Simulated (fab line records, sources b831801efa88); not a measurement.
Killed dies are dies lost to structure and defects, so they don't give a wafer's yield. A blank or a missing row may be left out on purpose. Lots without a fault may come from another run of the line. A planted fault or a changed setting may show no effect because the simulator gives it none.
fab line records | flow sky130
record lots=24 wafers=72 last_day=50
route steps=708 shown SPACER@305 RES_XHIGH@360 METAL1@436 VIA1@460 VIA4@641
lots that met no fault: from a run of the same line without faults
start_h: hours from the record's first day to the start of the lot's first wafer shown | wait_h: hours since the lot's step before | " the same as in the row above | L1.1+2: a row that stands for several wafers | - no value, or no start given | * or withheld: withheld | < > ~ a bound
route shown NAME@n: a module of which the file shows steps, and the number in the route of the first | usual: mean/standard deviation of fault-free wafers | same: alike in all rows | chamber/n: place in a boat | sites: the reading at each site | _std_site: their standard deviation | _edge_site: outer sites' mean less inner sites' | radius_mm: how far each site lies from the wafer's centre | mask NAME#n: copy n | behind: the tool/chamber that last shaped the wafer | hold: why the lot was held/for how many hours/how that ended | device: the transistor (n, p or np) that didn't switch | end of line: the same wafers' tests at the end of the route | a step without rows: its recipe alone | killed: dies lost to structure and defects at the first sort, not the wafer's yield | map: a wafer's dies, x killed, . not, _ none there
set.NAME: the setting as run; set.NAME@STEP: as run at that earlier step | model.NAME: the simulator's own value behind a step, which no gauge read
steps of the route over a sample of lots; a table a step, a row a wafer
services: from which hour (start_h, from the record's first day; less than 0 if before it) a tool's chamber was out of use, for how many hours, and why
## steps
# step SKY_SPACER_THK_MEAS_01
# recipe reads=Si3N4_of_SPACER_CVD_00
# usual SPACER_CVD_00_THK=43.3/0.35
# columns lot.wafer tool chamber start_h wait_h SPACER_CVD_00_THK[nm]
L074.2 film_metro-01 - 512.68 0.0 43.7
L074.3 " - " " 43.7
L074.4 " - " " 43.6
L075.2 film_metro-01 - 529.47 0.0 43.3
L075.3 " - " " 42.9
L075.6 " - " " 43.3
L076.3 film_metro-04 - 537.88 0.0 43.2
L076.5 " - " " 43.0
L076.6 " - " " 43.2
L077.1 film_metro-04 - 553.31 0.0 43.9
L077.2 " - " " 43.3
L077.4 " - " " 43.7
L078.2 film_metro-03 - 562.48 0.0 43.1
L078.3 " - " " 42.7
L078.5 " - " " 42.9
L079.1 film_metro-03 - 565.03 0.0 43.4
L079.5 " - " " 43.4
L079.6 " - " " 43.4
L080.1 film_metro-03 - 574.06 0.0 44.0
L080.3 " - " " 43.8
L080.5 " - " " 43.6
L081.1 film_metro-01 - 583.06 0.0 43.8
L081.2 " - " " 43.7
L081.3 " - " " 43.7
L082.1 film_metro-01 - 593.12 0.0 43.6
L082.4 " - " " 43.6
L082.6 " - " " 43.2
L083.1 film_metro-04 - 605.91 0.0 43.2
L083.5 " - " " 43.4
L083.6 " - " " 43.1
L084.2 film_metro-03 - 611.23 0.0 43.0
L084.3 " - " " 43.2
L084.6 " - " " 43.3
L085.1 film_metro-01 - 620.52 0.0 43.6
L085.3 " - " " 43.1
L085.4 " - " " 43.1
L086.2 film_metro-01 - 631.04 0.0 43.2
L086.3 " - " " 43.7
L086.5 " - " " 43.4
L087.3 film_metro-03 - 636.88 0.0 43.6
L087.4 " - " " 43.8
L087.6 " - " " 43.8
L088.1 film_metro-03 - 649.56 0.0 42.9
L088.4 " - " " 42.9
L088.6 " - " " 43.2
L089.2 film_metro-03 - 658.50 0.0 43.2
L089.5 " - " " 43.7
L089.6 " - " " 43.5
L090.1 film_metro-04 - 660.75 0.0 43.3
L090.2 " - " " 43.4
L090.6 " - " " 43.5
L091.1 film_metro-01 - 667.81 0.0 43.1
L091.2 " - " " 43.0
L091.5 " - " " 43.2
L092.1 film_metro-03 - 670.67 0.0 43.3
L092.2 " - " " 43.4
L092.6 " - " " 43.9
L093.2 film_metro-03 - 684.87 0.0 42.8
L093.5 " - " " 42.5
L093.6 " - " " 42.8
L094.1 film_metro-04 - 696.16 0.0 43.5
L094.2 " - " " 43.3
L094.4 " - " " 43.4
L095.3 film_metro-04 - 701.23 0.0 42.8
L095.5 " - " " 43.4
L095.6 " - " " 43.2
L096.3 film_metro-03 - 713.16 0.0 42.8
L096.4 " - " " 42.7
L096.5 " - " " 43.0
L097.2 film_metro-03 - 715.41 0.0 42.8
L097.3 " - " " 42.6
L097.4 " - " " 43.0
# step SKY_SD_N_RS_MEAS_18
# recipe thk_meas_gauge=four-point-probe
# usual RES_XHIGH_RS=333.0/1.3
# columns lot.wafer tool chamber start_h wait_h RES_XHIGH_RS[ohm/sq]
L074.2 film_metro-03 - 630.33 0.1 334.2
L074.3 " - " " 333.3
L074.4 " - " " 335.9
L075.2 film_metro-02 - 646.26 0.1 331.9
L075.3 " - " " 332.4
L075.6 " - " " 332.6
L076.3 film_metro-03 - 656.13 0.1 332.6
L076.5 " - " " 332.3
L076.6 " - " " 332.6
L077.1 film_metro-04 - 670.19 0.1 331.2
L077.2 " - " " 333.0
L077.4 " - " " 332.8
L078.2 film_metro-02 - 678.31 0.1 333.3
L078.3 " - " " 333.6
L078.5 " - " " 335.2
L079.1 film_metro-04 - 681.79 0.1 332.8
L079.5 " - " " 333.8
L079.6 " - " " 333.2
L080.1 film_metro-04 - 688.97 0.1 331.2
L080.3 " - " " 332.7
L080.5 " - " " 333.1
L081.1 film_metro-02 - 699.29 0.1 334.5
L081.2 " - " " 334.3
L081.3 " - " " 333.2
L082.1 film_metro-02 - 708.44 0.1 331.9
L082.4 " - " " 331.5
L082.6 " - " " 332.6
L083.1 film_metro-02 - 719.99 0.1 335.0
L083.5 " - " " 336.8
L083.6 " - " " 338.2
L084.2 film_metro-04 - 725.31 0.1 331.8
L084.3 " - " " 332.3
L084.6 " - " " 330.5
L085.1 film_metro-02 - 735.64 0.1 334.5
L085.3 " - " " 335.4
L085.4 " - " " 335.8
L086.2 film_metro-03 - 745.06 0.1 332.3
L086.3 " - " " 332.1
L086.5 " - " " 332.5
L087.3 film_metro-04 - 750.98 0.1 333.5
L087.4 " - " " 334.0
L087.6 " - " " 333.2
L088.1 film_metro-03 - 764.05 0.1 332.3
L088.4 " - " " 333.4
L088.6 " - " " 332.7
L089.2 film_metro-04 - 771.96 0.1 333.1
L089.5 " - " " 332.3
L089.6 " - " " 333.6
L090.1 film_metro-03 - 775.94 0.1 333.1
L090.2 " - " " 334.1
L090.6 " - " " 333.4
L091.1 film_metro-03 - 781.29 0.1 331.7
L091.2 " - " " 332.0
L091.5 " - " " 332.2
L092.1 film_metro-02 - 784.84 0.1 333.3
L092.2 " - " " 333.1
L092.6 " - " " 331.9
L093.2 film_metro-02 - 797.02 0.1 333.1
L093.5 " - " " 333.6
L093.6 " - " " 333.1
L094.1 film_metro-02 - 807.34 0.1 331.5
L094.2 " - " " 331.2
L094.4 " - " " 331.1
L095.3 film_metro-04 - 813.34 0.1 331.9
L095.5 " - " " 331.2
L095.6 " - " " 332.6
L096.3 film_metro-03 - 823.93 0.1 334.4
L096.4 " - " " 334.1
L096.5 " - " " 333.1
L097.2 film_metro-03 - 827.47 0.1 333.0
L097.3 " - " " 333.1
L097.4 " - " " 331.9
# step SKY_METAL1_SPUTTER_02
# recipe material=AlCu target_thk_nm=250 power_w=10600 time_s=13.3 chamber_pressure_pa=0.4
# usual throttle_valve_pct=30.1/1.1
# columns lot.wafer tool chamber start_h wait_h throttle_valve_pct
L074.2 pvd_sputter-04 - 720.09 0.0 29.4
L074.3 " - " " 32.1
L074.4 " - " " 28.3
L075.2 pvd_sputter-02 - 735.94 0.0 29.7
L075.3 " - " " 30.9
L075.6 " - " " 28.9
L076.3 pvd_sputter-03 - 746.37 0.0 30.9
L076.5 " - " " 28.9
L076.6 " - " " 30.5
L077.1 pvd_sputter-02 - 760.09 0.0 31.0
L077.2 " - " " 29.3
L077.4 " - " " 30.7
L078.2 pvd_sputter-02 - 767.39 0.0 30.8
L078.3 " - " " 29.2
L078.5 " - " " 30.7
L079.1 pvd_sputter-04 - 772.40 0.0 29.5
L079.5 " - " " 32.1
L079.6 " - " " 29.3
L080.1 pvd_sputter-03 - 777.75 0.0 30.7
L080.3 " - " " 30.6
L080.5 " - " " 30.7
L081.1 pvd_sputter-04 - 788.40 0.0 29.2
L081.2 " - " " 28.1
L081.3 " - " " 29.5
L082.1 pvd_sputter-03 - 796.84 0.0 30.7
L082.4 " - " " 31.0
L082.6 " - " " 28.7
L083.1 pvd_sputter-03 - 808.60 0.0 30.8
L083.5 " - " " 28.9
L083.6 " - " " 30.8
L084.2 pvd_sputter-03 - 813.84 0.0 30.7
L084.3 " - " " 28.9
L084.6 " - " " 29.1
L085.1 pvd_sputter-02 - 823.61 0.0 30.6
L085.3 " - " " 30.6
L085.4 " - " " 29.8
L086.2 pvd_sputter-03 - 833.02 0.0 29.0
L086.3 " - " " 31.0
L086.5 " - " " 30.7
L087.3 pvd_sputter-02 - 837.25 0.0 30.9
L087.4 " - " " 29.0
L087.6 " - " " 29.6
L088.1 pvd_sputter-04 - 848.87 0.0 29.4
L088.4 " - " " 32.0
L088.6 " - " " 28.2
L089.2 pvd_sputter-02 - 858.03 0.0 29.8
L089.5 " - " " 30.6
L089.6 " - " " 30.7
L090.1 pvd_sputter-02 - 862.13 0.0 29.7
L090.2 " - " " 28.7
L090.6 " - " " 31.0
L091.1 pvd_sputter-04 - 866.20 0.0 28.4
L091.2 " - " " 29.5
L091.5 " - " " 29.2
L092.1 pvd_sputter-03 - 870.11 0.0 31.0
L092.2 " - " " 29.0
L092.6 " - " " 30.9
L093.2 pvd_sputter-03 - 881.95 0.0 30.9
L093.5 " - " " 30.9
L093.6 " - " " 30.8
L094.1 pvd_sputter-03 - 891.04 0.0 30.9
L094.2 " - " " 28.9
L094.4 " - " " 30.7
L095.3 pvd_sputter-04 - 895.11 0.0 29.7
L095.5 " - " " 32.3
L095.6 " - " " 28.0
L096.3 pvd_sputter-02 - 906.34 0.0 29.2
L096.4 " - " " 30.8
L096.5 " - " " 28.9
L097.2 pvd_sputter-04 - 910.50 0.0 32.3
L097.3 " - " " 29.4
L097.4 " - " " 28.2
# step SKY_METAL1_ETCH_18
# recipe chemistry=N2/H2 target=BARC ion_energy_ev=200 bias_w=100 pressure_mtorr=30 n2_flow_sccm=100 h2_flow_sccm=200 icp_w=500 stop_on=SiO2 time_s=45.9 target_depth_a=600
# usual drypump_motor_current_A=5.6/0.33 oes_product_au=0.855/0.0048 throttle_valve_pct=13.225/0.0086
# columns lot.wafer tool chamber start_h wait_h drypump_motor_current_A oes_product_au rf_hours_counter_h throttle_valve_pct
L074.2 rie_metal-04 1 748.55 0.0 5.2 0.858 13 13.236
L074.3 " 1 " " 5.2 0.856 - 13.228
L074.4 " 0 " " 5.8 0.864 - 13.231
L075.2 rie_metal-01 1 764.73 0.0 5.1 0.857 8 13.215
L075.3 " 1 " " 5.1 0.849 - 13.233
L075.6 " 1 " " 5.1 0.846 - 13.227
L076.3 rie_metal-02 0 774.47 0.0 5.3 0.857 - 13.222
L076.5 " 0 " " 5.3 0.861 - 13.211
L076.6 " 1 " " 5.7 0.860 - 13.228
L077.1 rie_metal-02 0 788.35 0.0 5.3 0.862 6 13.216
L077.2 " 1 " " 5.6 0.860 9 13.231
L077.4 " 0 " " 5.3 0.856 - 13.225
L078.2 rie_metal-04 0 795.20 0.1 5.8 0.852 - 13.227
L078.3 " 0 " " 5.8 0.854 - 13.244
L078.5 " 0 " " 5.8 0.852 - 13.226
L079.1 rie_metal-04 0 800.03 0.1 5.8 0.856 11 13.226
L079.5 " 0 " " 5.8 0.850 - 13.230
L079.6 " 0 " " 5.8 0.855 - 13.230
L080.1 rie_metal-01 0 805.45 0.0 6.1 0.852 6 13.237
L080.3 " 0 " " 6.1 0.851 - 13.220
L080.5 " 1 " " 5.1 0.856 - 13.235
L081.1 rie_metal-04 0 816.00 0.0 5.8 0.865 12 13.232
L081.2 " 1 " " 5.2 0.847 0 13.246
L081.3 " 1 " " 5.2 0.860 - 13.227
L082.1 rie_metal-02 0 823.80 0.0 5.3 0.857 7 13.217
L082.4 " 1 " " 5.6 0.852 - 13.214
L082.6 " 0 " " 5.3 0.850 - 13.210
L083.1 rie_metal-04 0 835.45 0.0 5.8 0.853 13 13.219
L083.5 " 1 " " 5.2 0.858 - 13.230
L083.6 " 0 " " 5.8 0.852 - 13.218
L084.2 rie_metal-01 0 840.15 0.1 6.0 0.856 - 13.227
L084.3 " 0 " " 6.0 0.854 - 13.233
L084.6 " 0 " " 6.0 0.852 - 13.227
L085.1 rie_metal-04 1 849.00 0.0 5.2 0.850 1 13.236
L085.3 " 0 " " 5.8 0.856 - 13.223
L085.4 " 1 " " 5.2 0.853 - 13.217
L086.2 rie_metal-01 0 858.75 0.0 6.0 0.848 8 13.229
L086.3 " 1 " " 5.2 0.857 - 13.221
L086.5 " 1 " " 5.2 0.854 - 13.226
L087.3 rie_metal-04 0 863.57 0.0 5.8 0.852 - 13.210
L087.4 " 1 " " 5.2 0.851 - 13.220
L087.6 " 1 " " 5.2 0.856 - 13.224
L088.1 rie_metal-01 0 875.20 0.0 6.1 0.843 9 13.217
L088.4 " 0 " " 6.0 0.846 - 13.222
L088.6 " 0 " " 6.0 0.854 - 13.211
L089.2 rie_metal-02 0 884.15 0.0 5.3 0.861 10 13.222
L089.5 " 1 " " 5.6 0.850 - 13.225
L089.6 " 0 " " 5.3 0.858 - 13.218
L090.1 rie_metal-01 0 888.30 0.0 6.1 0.858 9 13.227
L090.2 " 1 " " 5.1 0.852 12 13.227
L090.6 " 1 " " 5.1 0.857 - 13.246
L091.1 rie_metal-02 1 892.35 0.0 5.7 0.858 12 13.228
L091.2 " 0 " " 5.3 0.854 10 13.220
L091.5 " 1 " " 5.6 0.862 - 13.226
L092.1 rie_metal-04 1 896.05 0.0 5.2 0.855 3 13.237
L092.2 " 0 " " 5.8 0.851 15 13.221
L092.6 " 1 " " 5.2 0.857 - 13.215
L093.2 rie_metal-01 0 907.60 0.0 6.0 0.857 10 13.218
L093.5 " 0 " " 6.1 0.861 - 13.228
L093.6 " 1 " " 5.1 0.855 - 13.239
L094.1 rie_metal-04 0 916.25 0.0 5.8 0.859 16 13.218
L094.2 " 1 " " 5.2 0.847 4 13.233
L094.4 " 0 " " 5.8 0.855 - 13.226
L095.3 rie_metal-02 0 920.42 0.0 5.3 0.856 - 13.223
L095.5 " 0 " " 5.3 0.856 - 13.231
L095.6 " 1 " " 5.6 0.869 - 13.227
L096.3 rie_metal-02 0 930.82 0.0 5.3 0.859 - 13.220
L096.4 " 1 " " 5.7 0.849 - 13.225
L096.5 " 1 " " 5.7 0.857 - 13.211
L097.2 rie_metal-02 1 935.65 0.0 5.6 0.861 14 13.222
L097.3 " 1 " " 5.6 0.859 - 13.237
L097.4 " 0 " " 5.3 0.849 - 13.226
# step SKY_VIA1_CMP_02
# recipe material=SiO2 down_force_psi=4 platen_rpm=60 pad_velocity_m_s=0.94248
# usual motor_current_A=12.7/1.4
# columns lot.wafer tool chamber start_h wait_h motor_current_A
L074.3 cmp-02 1 749.47 0.0 12.2
L074.2 " 2 " " 13.5
L074.4 " 0 " " 12.1
L075.3 cmp-01 3 765.73 0.1 16.5
L075.2 " 1 " " 11.4
L075.6 " 2 " " 12.1
L076.3 cmp-02 3 775.52 0.1 11.8
L076.6 " 1 " " 12.5
L076.5 " 2 " " 13.8
L077.2 cmp-02 3 789.31 0.0 12.5
L077.1 " 0 " " 12.6
L077.4 " 1 " " 12.3
L078.2 cmp-01 1 796.25 0.0 11.5
L078.3 " 3 " " 16.1
L078.5 " 2 " " 11.1
L079.1 cmp-02 0 801.11 0.1 12.4
L079.5 " 0 " " 11.5
L079.6 " 1 " " 12.0
L080.3 cmp-02 0 806.42 0.1 12.3
L080.1 " 2 " " 13.7
L080.5 " 0 " " 11.7
L081.2 cmp-01 2 816.95 0.0 11.1
L081.3 " 3 " " 16.7
L081.1 " 0 " " 11.9
L082.1 cmp-02 2 824.77 0.1 13.0
L082.4 " 0 " " 12.3
L082.6 " 2 " " 13.3
L083.1 cmp-01 1 836.52 0.2 11.6
L083.5 " 2 " " 11.7
L083.6 " 3 " " 17.0
L084.2 cmp-01 3 841.22 0.0 16.2
L084.3 " 2 " " 11.2
L084.6 " 3 " " 16.4
L085.1 cmp-02 3 850.40 0.1 12.9
L085.3 " 1 " " 12.0
L085.4 " 2 " " 13.2
L086.2 cmp-01 3 859.76 0.1 15.6
L086.3 " 0 " " 11.8
L086.5 " 2 " " 12.3
L087.3 cmp-01 1 864.52 0.1 11.8
L087.4 " 2 " " 11.9
L087.6 " 0 " " 11.9
L088.1 cmp-02 1 876.17 0.1 11.6
L088.4 " 2 " " 13.6
L088.6 " 0 " " 12.4
L089.2 cmp-02 3 885.12 0.1 12.9
L089.5 " 2 " " 12.5
L089.6 " 3 " " 12.8
L090.2 cmp-02 2 889.22 0.0 13.1
L090.1 " 1 " " 11.6
L090.6 " 2 " " 13.5
L091.2 cmp-02 2 893.31 0.0 13.9
L091.1 " 0 " " 12.4
L091.5 " 3 " " 11.5
L092.2 cmp-02 0 897.05 0.1 12.3
L092.1 " 1 " " 12.0
L092.6 " 3 " " 12.0
L093.2 cmp-01 2 908.63 0.1 11.2
L093.5 " 1 " " 11.8
L093.6 " 2 " " 11.4
L094.1 cmp-01 3 917.23 0.1 15.9
L094.2 " 0 " " 11.5
L094.4 " 1 " " 11.6
L095.3 cmp-01 3 921.53 0.2 16.3
L095.6 " 0 " " 11.7
L095.5 " 1 " " 12.1
L096.3 cmp-01 2 931.88 0.1 11.4
L096.4 " 3 " " 15.9
L096.5 " 1 " " 11.5
L097.4 cmp-02 0 936.63 0.0 12.2
L097.2 " 2 " " 14.1
L097.3 " 3 " " 12.5
# step SKY_VIA4_CMP_02
# recipe material=SiO2 down_force_psi=4 platen_rpm=60 pad_velocity_m_s=0.94248
# usual motor_current_A=12.7/1.3
# columns lot.wafer tool chamber start_h wait_h motor_current_A
L074.2 cmp-02 3 969.86 0.1 11.9
L074.3 " 0 " " 12.4
L074.4 " 1 " " 12.0
L075.2 cmp-02 1 980.65 0.1 12.1
L075.3 " 2 " " 13.4
L075.6 " 3 " " 12.9
L076.3 cmp-01 0 991.50 0.1 12.2
L076.5 " 3 " " 16.3
L076.6 " 0 " " 12.7
L077.4 cmp-02 3 1002.49 0.1 12.9
L077.2 " 0 " " 12.1
L077.1 " 1 " " 12.2
L078.3 cmp-02 0 1007.83 0.1 11.0
L078.2 " 1 " " 11.8
L078.5 " 3 " " 12.2
L079.1 cmp-02 2 1011.16 0.1 13.1
L079.6 " 2 " " 13.3
L079.5 " 3 " " 11.7
L080.1 cmp-02 1 1018.37 0.1 12.2
L080.3 " 0 " " 12.2
L080.5 " 2 " " 13.7
L081.3 cmp-02 2 1026.01 0.0 12.7
L081.2 " 3 " " 12.4
L081.1 " 0 " " 12.3
L082.4 cmp-02 2 1032.18 0.0 13.9
L082.1 " 3 " " 12.8
L082.6 " 2 " " 14.0
L083.1 cmp-01 3 1043.59 0.1 16.2
L083.5 " 3 " " 15.6
L083.6 " 0 " " 12.5
L084.3 cmp-02 0 1047.24 0.1 11.8
L084.2 " 2 " " 12.7
L084.6 " 0 " " 12.7
L085.3 cmp-01 1 1053.51 0.2 12.4
L085.1 " 2 " " 11.5
L085.4 " 3 " " 16.3
L086.2 cmp-02 3 1062.25 0.0 12.7
L086.3 " 2 " " 13.0
L086.5 " 3 " " 12.3
L087.3 cmp-02 0 1066.78 0.1 12.4
L087.4 " 1 " " 12.3
L087.6 " 3 " " 12.5
L088.4 cmp-01 3 1075.16 0.1 17.1
L088.1 " 1 " " 11.4
L088.6 " 3 " " 16.8
L089.2 cmp-01 2 1084.80 0.2 10.8
L089.5 " 3 " " 16.3
L089.6 " 0 " " 11.7
L090.2 cmp-01 1 1086.85 0.8 11.5
L090.1 " 2 " " 12.6
L090.6 " 0 " " 12.4
L091.2 cmp-02 3 1088.98 0.1 12.5
L091.1 " 0 " " 11.4
L091.5 " 3 " " 12.8
L092.1 cmp-02 2 1095.37 0.5 13.1
L092.2 " 3 " " 12.7
L092.6 " 1 " " 11.9
L093.2 cmp-02 2 1100.76 0.2 13.7
L093.6 " 3 " " 13.1
L093.5 " 0 " " 12.5
L094.4 cmp-02 2 1109.38 0.5 13.6
L094.1 " 3 " " 12.3
L094.2 " 0 " " 12.8
L095.3 cmp-02 0 1113.17 0.3 12.6
L095.6 " 2 " " 13.6
L095.5 " 3 " " 12.5
L096.4 cmp-02 1 1121.03 0.1 12.1
L096.3 " 2 " " 13.4
L096.5 " 0 " " 11.7
L097.2 cmp-01 0 1123.06 0.0 11.9
L097.4 " 1 " " 11.8
L097.3 " 2 " " 11.2
## services
# columns tool chamber start_h hours kind
cmp-01 - 703.94 1.2 repair
pvd_sputter-02 - 707.91 2.9 repair
rie_metal-04 - 718.11 0.2 repair
cmp-02 - 744.19 4.0 pm
rie_metal-02 0 777.54 8.8 repair
pvd_sputter-03 - 782.97 2.6 repair
rie_metal-04 0 804.36 3.1 repair
cmp-01 - 805.19 6.2 pm
cmp-01 - 844.32 9.9 repair
rie_metal-02 - 874.87 1.5 repair
cmp-02 - 894.87 0.9 repair
rie_metal-04 - 908.11 0.5 repair
cmp-01 - 924.25 4.0 pm
cmp-01 - 934.09 0.4 repair
cmp-02 - 951.13 0.7 repair
rie_metal-04 - 975.46 55.4 repair
pvd_sputter-03 - 987.66 2.1 repair
cmp-02 - 989.56 0.9 repair
cmp-02 - 1048.19 5.5 pm
pvd_sputter-03 - 1060.25 1.5 repair
cmp-01 - 1060.54 0.8 repair
cmp-02 - 1084.19 4.0 pm
cmp-01 - 1089.70 19.4 repair
cmp-01 - 1098.75 1.9 repair
## key
fault none
